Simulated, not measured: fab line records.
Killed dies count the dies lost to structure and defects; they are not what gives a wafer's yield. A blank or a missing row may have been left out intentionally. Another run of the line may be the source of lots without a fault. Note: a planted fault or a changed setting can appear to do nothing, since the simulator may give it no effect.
A struck lot beside a sound one / flow sky130 / 19 steps out of a route of 708
Sound: these wafers, L100.2, L100.5, L100.6. Struck: wafers L115.2, L115.4, L115.5. The cause is named last.
Order at every step that has rows: each side's tool, ch and its chambers, its first start. Under that, the readings that differ: sound wafers / struck wafers / difference of the means / sigmas: that difference in standard deviations of wafers without a fault.
alike: readings whose means differ by less than 2 such deviations, and words and numbers that are the same on both sides. not compared: withheld readings, readings that some wafer has no value for, bounds like >300 that may hide the same value, and numbers for which the record gives no deviation and whose values overlap.
Wherever a step has rows on one side only, a row that says differs or no value, or a row with sigmas, the two part there. Numbers that have no deviation but don't overlap get no sigmas and don't part them. A reading that every wafer of one side lacks parts them only if that side has two wafers or more.

SKY_VIA4_THK_MEAS_20: measures by xrf.
  struck on film metro-04, day 46 14:12; sound on film metro-01, day 43 00:49
  alike: VIA4_W_THK
SKY_VIA4_CMP_21: polishes, stops on SiO2, t overpolish 25 s, target thk 0 nm.
  sound on cmp-02 ch 0,1,3, day 43 01:01; struck on cmp-01 ch 1,2, day 46 14:15
  alike: head pressure psi, motor current A, overpolish run s, slurry flow ml min, time to endpoint s
then, 1 step without rows for these wafers: SKY_METAL5_SPUTTER_00 (material Ti, target thk 15 nm, time 10 s).
SKY_METAL5_SPUTTER_01: material TiN, target thk 20 nm, time 16.7 s.
  struck on pvd sputter-04, day 46 14:34; sound on pvd sputter-02, day 43 01:11
  alike: throttle valve pct
SKY_METAL5_SPUTTER_02: material AlCu, target thk 1150 nm, time 61.2 s.
  struck on pvd sputter-04, day 46 14:36; sound on pvd sputter-02, day 43 01:13
  alike: throttle valve pct
then, 1 step without rows for these wafers: SKY_METAL5_SPUTTER_03 (material Ti, target thk 5 nm, time 3.3 s).
SKY_METAL5_SPUTTER_04: material TiN, target thk 70 nm, time 58.3 s.
  struck on pvd sputter-04, day 46 14:40; sound on pvd sputter-02, day 43 01:17
  alike: throttle valve pct
SKY_METAL5_RS_MEAS_05: uses a four-point probe to measure.
  struck on film metro-01, day 46 14:44; sound on film metro-02, day 43 01:22
reading=METAL5_ALCU_RS (ohm/sq); sound=0.02688 0.02695 0.02683; struck=0.02731 0.02736 0.0275; difference=+0.00050; sigmas=+2
SKY_METAL5_THK_MEAS_06: measures by xrf.
  struck on film metro-01, day 46 14:51; sound on film metro-02, day 43 01:28
  alike: METAL5_ALCU_THK
then, 3 steps without rows for these wafers: SKY_METAL5_DEHYDRATE_07 (time 60 s); SKY_METAL5_HMDS_08 (prime time 60 s); SKY_METAL5_COAT_09 (resist thk 1800 nm).
SKY_METAL5_SOFTBAKE_10: time 60 s.
  sound on litho track-02 ch 0, day 43 12:31; struck on litho track-02 ch 0, day 47 01:31
reading=heater power total W (W); sound=56.63 56.54 56.60; struck=61.57 61.58 61.65; difference=+5.01; sigmas=+99 or more
reading=run length s (s); sound=89.02 89.22 89.05; struck=75.45 75.26 75.38; difference=-13.73; sigmas=-81
then, 2 steps without rows for these wafers: SKY_METAL5_EXPOSE_11 (exposes mask MM5, target cd 1600 nm); SKY_METAL5_PEB_12.
SKY_METAL5_DEVELOP_13: develop time 60 s.
  sound on litho track-02 ch 0, day 43 23:52; struck on litho track-04 ch 0, day 47 10:31
reading=model.NOVOLAK_of_METAL5_COAT_09.thk nm (nm); sound=1797 1801 1798; struck=1808 1818 1817; difference=+16; sigmas=
SKY_METAL5_DESCUM_14: chemistry O2, time 11 s.
  sound on rie metal-03 ch 0,1, day 44 00:00; struck on rie metal-03 ch 0,1, day 47 10:39
reading=model.NOVOLAK_of_METAL5_COAT_09.thk nm (nm); sound=1787 1791 1788; struck=1798 1808 1807; difference=+16; sigmas=
  alike: drypump motor current A, oes product au
  not compared: rf hours counter h
SKY_METAL5_METAL_ETCH_15: etches the open film in Cl2/BCl3, stops on SiO2, target depth 1260 nm, time 252 s.
  sound on rie metal-03 ch 0,1, day 44 00:02; struck on rie metal-03 ch 0,1, day 47 10:41
  alike: drypump motor current A, oes product au, throttle valve pct
  not compared: rf hours counter h
SKY_PAD_OPEN_PROBE_99:
  struck on prober-01, day 49 03:58; sound on prober-02, day 45 23:31
reading=sort_bin_6_memory (%); sound=6.7 6.1 5.1; struck=9.6 6.5 8.9; difference=+2.4; sigmas=+2
  alike: defect limited yield, killed_at_M0_to_M3, killed_at_M4_up, killed at contacts, killed at front end, killed at other, killed dies, killed open, killed short, sort_bin_3_pad_short, sort_bin_5_function, sort n pass, sort yield pct

== WHERE THEY PART ==
First at SKY_METAL5_RS_MEAS_05; last, within this record, at SKY_PAD_OPEN_PROBE_99.

WHY: what the simulator had put in
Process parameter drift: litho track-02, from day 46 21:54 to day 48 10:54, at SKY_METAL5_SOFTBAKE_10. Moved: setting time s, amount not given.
